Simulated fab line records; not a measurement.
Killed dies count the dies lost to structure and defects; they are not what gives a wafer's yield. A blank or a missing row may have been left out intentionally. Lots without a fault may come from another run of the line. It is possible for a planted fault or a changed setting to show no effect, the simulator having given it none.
A lot that was struck, set against a sound lot	flow sky130	43 out of 708 route steps
Sound: wafers L596.2, L596.3, L596.4. The struck wafers were L604.1, L604.3, L604.4. Last of all comes the cause.
At each step with rows: each side's tool, then ch and its chambers, then its first start. Under that, the readings that differ: sound wafers	struck wafers	difference of the means	sigmas: that difference in standard deviations of wafers without a fault.
alike: a reading whose means differ by less than 2 such deviations, as well as words and numbers matching on both sides. not compared: withheld readings; readings where some wafer has no value; bounds like >300 that might hide an equal value; numbers whose values overlap and for which the record gives no deviation.
The two part at a step that has a row with sigmas, a row that says differs or no value, or rows on one side only. Numbers that don't overlap but have no deviation are shown without sigmas and don't part them. Lack of a reading on every wafer of one side parts them only where that side has two or more wafers.

SKY_CONTACT_ETCH_17: etches SiO2 in C4F8/O2/Ar, stops on Si3N4, target depth 340 nm.
  sound on rie-diel-01 ch 0,2, day 33 08:55; struck on rie-diel-01 ch 0,1,2, day 36 23:02
  alike: oes-product-au
then, 6 steps without rows for these wafers: SKY_CONTACT_ETCH_18 (etches Si3N4 in CHF3/O2, stops on TiN, time 39 s, target depth 75 nm); SKY_CONTACT_STRIP_19 (strips in O2/N2); SKY_CONTACT_STRIP_20 (strips in post etch residue remover, time 1200 s); SKY_CONTACT_CLEAN_21 (cleans in IPA, time 180 s); SKY_CONTACT_CLEAN_22 (cleans in O3/DIW); SKY_CONTACT_SPUTTER_23 (material TiN, target thk 20 nm, time 80 s).
SKY_CONTACT_CVD_24: deposits W, target thk 340 nm, time 102.12 s.
  sound on cvd-w-02 ch 0,1, day 33 09:40; struck on cvd-w-02 ch 0, day 36 23:47
  alike: heater-power-w, susceptor-temp-C
SKY_CONTACT_RS_MEAS_25: measures by four-point-probe.
  sound on film-metro-03, day 33 09:47; struck on film-metro-01, day 37 00:00
  alike: CONTACT_W_RS
SKY_CONTACT_THK_MEAS_26: measures by xrf.
  sound on film-metro-03, day 33 09:54; struck on film-metro-01, day 37 00:07
  alike: CONTACT_W_THK
SKY_CONTACT_CMP_27: polishes, stops on SiO2, t overpolish 15.41 s, target thk 0 nm.
  sound on cmp-02 ch 0,1,2, day 33 09:57; struck on cmp-02 ch 0,1,3, day 37 00:11
  alike: motor-current-A, overpolish-run-s, time-to-endpoint-s
then, 1 step without rows for these wafers: SKY_METAL1_SPUTTER_00 (material Ti, target thk 15 nm, time 10 s).
SKY_METAL1_SPUTTER_01: material TiN, target thk 20 nm, time 16.7 s.
  sound on pvd-sputter-04, day 33 10:16; struck on pvd-sputter-04, day 37 00:30
  alike: throttle-valve-pct
then, 3 steps without rows for these wafers: SKY_METAL1_SPUTTER_02 (material AlCu, target thk 250 nm, time 13.3 s); SKY_METAL1_SPUTTER_03 (material Ti, target thk 5 nm, time 3.3 s); SKY_METAL1_SPUTTER_04 (material TiN, target thk 70 nm, time 58.3 s).
SKY_METAL1_RS_MEAS_05: measures by four-point-probe.
  sound on film-metro-01, day 33 10:25; struck on film-metro-04, day 37 00:37
  alike: METAL1_ALCU_RS
SKY_METAL1_THK_MEAS_06: measures by xrf.
  sound on film-metro-01, day 33 10:31; struck on film-metro-04, day 37 00:44
  alike: METAL1_ALCU_THK
then, 8 steps without rows for these wafers: SKY_METAL1_DEHYDRATE_07 (time 60 s); SKY_METAL1_HMDS_08 (prime time 60 s); SKY_METAL1_COAT_09 (resist thk 60 nm); SKY_METAL1_COAT_10 (resist thk 450 nm); SKY_METAL1_SOFTBAKE_11 (time 90 s); SKY_METAL1_EXPOSE_12 (exposes mask MM1, target cd 140 nm); SKY_METAL1_PEB_13; SKY_METAL1_DEVELOP_14 (develop time 60 s).
SKY_METAL1_CD_MEAS_15: the cd target is 140 nm.
  sound on cd-sem-02, day 34 13:25; struck on cd-sem-01, day 38 02:32
  alike: cd-nm
SKY_METAL1_OVL_MEAS_16:
  sound on overlay-01, day 34 13:31; struck on overlay-01, day 38 02:40
  alike: METAL1_OVL
SKY_METAL1_DESCUM_17: chemistry O2, time 8 s.
  sound on rie-metal-04 ch 0,1, day 34 13:33; struck on rie-metal-03 ch 1, day 38 02:42
  alike: drypump-motor-current-A, oes-product-au
  not compared: rf-hours-counter-h
then, 7 steps without rows for these wafers: SKY_METAL1_ETCH_18 (etches BARC in N2/H2, stops on SiO2, time 45.9 s, target depth 60 nm); SKY_METAL1_METAL_ETCH_19 (etches the open film in Cl2/BCl3, stops on SiO2, target depth 360 nm, time 78 s); SKY_METAL1_STRIP_20 (strips in O2/N2); SKY_METAL1_STRIP_21 (strips in post etch residue remover, time 1200 s); SKY_METAL1_CLEAN_22 (cleans in IPA, time 180 s); SKY_METAL1_CLEAN_23 (cleans in O3/DIW); SKY_VIA1_HDPCVD_00 (deposits SiO2, target thk 1030 nm, time 171.7 s).
SKY_VIA1_THK_MEAS_01:
  sound on film-metro-01, day 34 14:28; struck on film-metro-04, day 38 03:46
  alike: VIA1_HDPCVD_THK
SKY_VIA1_CMP_02: polishes SiO2.
  sound on cmp-02 ch 0,1,2, day 34 14:31; struck on cmp-01 ch 0,1,3, day 38 03:50
  alike: motor-current-A
SKY_VIA1_BOW_MEAS_03:
  sound on film-metro-01, day 34 14:50; struck on film-metro-01, day 38 04:14
  alike: VIA1_BOW
then, 3 steps without rows for these wafers: SKY_VIA1_DEHYDRATE_04 (time 60 s); SKY_VIA1_HMDS_05 (prime time 60 s); SKY_VIA1_COAT_06 (resist thk 60 nm).
-- the record jumps here: 12 days lie between the struck wafers' starts before and after (it left off in module VIA1 and takes up again in module PAD_OPEN, whose first step shown is number 708 of the route) --
SKY_PAD_OPEN_PROBE_99:
  the record has rows for the struck wafers here (prober-02, day 49 18:25) and none for the sound ones

WHERE THEY PART
Only at SKY_PAD_OPEN_PROBE_99, within this record.

WHY: the cause the simulator had injected
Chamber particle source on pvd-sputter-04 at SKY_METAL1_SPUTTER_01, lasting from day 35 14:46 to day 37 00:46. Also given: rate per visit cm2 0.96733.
